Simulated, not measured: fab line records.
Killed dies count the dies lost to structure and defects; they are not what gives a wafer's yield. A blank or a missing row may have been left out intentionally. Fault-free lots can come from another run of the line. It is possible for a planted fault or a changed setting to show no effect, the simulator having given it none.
2 desks looking at one fault + flow sky130 + what lay behind the numbers comes last; until then each desk has only its own

== FROM THE METROLOGY DESK ==
What the gauges read, lot by lot, whatever tool the lot ran on: means of the sampled wafers that have a number. Marked OUT: a lot whose mean sits more than 4 standard deviations from the usual mean, which makes it out of limits; the brackets give that distance.
Columns: A = FIELD_ISO_CVD_03_THK at SKY_FIELD_ISO_THK_MEAS_04, usual 165.4 nm; B = cdNm at SKY_FIELD_ISO_CD_MEAS_13, usual 149.9 nm
| lot  | first seen here | A     | B     |
|------|-----------------|-------|-------|
| L965 | day 2 21:23     | 163.3 | 151.3 |
| L966 | day 3 00:29     | 164.4 | 151.4 |
| L969 | day 3 23:32     | 166.1 | 152.0 |
| L971 | day 4 03:54     | 168.9 | 149.4 |
| L972 | day 4 08:41     | 167.8 | 148.8 |
| L973 | day 4 14:35     | 163.5 | 152.5 |
| L978 | day 5 17:17     | 165.7 | 149.1 |
Finding of this desk: none of the 7 lots has anything out of limits.

== DESK OF THE TOOL OWNER: rieDiel-04 ==
The tool's own readings at SKY_FIELD_ISO_ETCH_15 (etches the open film in CHF3/O2, stops on Si, target depth 180 nm, time 72 s): means of the sampled wafers that have a number, for each lot that ran on this tool. Marked OUT: a lot whose mean sits more than 4 standard deviations from the usual mean, which makes it out of limits; the brackets give that distance.
Columns: A = drypumpMotorCurrentA at SKY_FIELD_ISO_ETCH_15, usual 5.7 A; B = oesProductAu at SKY_FIELD_ISO_ETCH_15, usual 0.947 a.u.; C = rfFwdPowerW at SKY_FIELD_ISO_ETCH_15, usual 594.8 W; D = throttleValvePct at SKY_FIELD_ISO_ETCH_15, usual 8.844 %
| lot  | first seen here | A   | B     | C               | D     |
|------|-----------------|-----|-------|-----------------|-------|
| L966 | day 3 16:10     | 5.2 | 0.946 | 592.3           | 8.841 |
| L969 | day 4 16:14     | 5.3 | 0.945 | 498.9 (-40) OUT | 8.840 |
| L971 | day 4 20:37     | 5.1 | 0.955 | 496.8 (-41) OUT | 8.848 |
| L973 | day 5 07:29     | 5.9 | 0.938 | 499.3 (-40) OUT | 8.836 |
This desk finds L969, L971, L973 out of limits, L969 being first, at day 4 16:14 (rfFwdPowerW at SKY_FIELD_ISO_ETCH_15). L966 stayed within limits.

== ALL TOGETHER ==
The tool owner's desk had the chance to raise an alarm at day 4 16:14 on L969, L971, L973.
Metrology desk: nothing out of limits seen.
The metrology desk has L969, L971, L973 on record, within its limits.
All the named lots went through SKY_FIELD_ISO_ETCH_15 on rieDiel-04.

== WHAT THE SIMULATOR PUT IN ==
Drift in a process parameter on rieDiel-04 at SKY_FIELD_ISO_ETCH_15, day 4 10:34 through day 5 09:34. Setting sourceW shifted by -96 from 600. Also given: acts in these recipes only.
Shown lots that were struck: L969, L971, L973.
Each desk's first reading out of limits, in hours after the fault started: the tool owner's desk, 6.
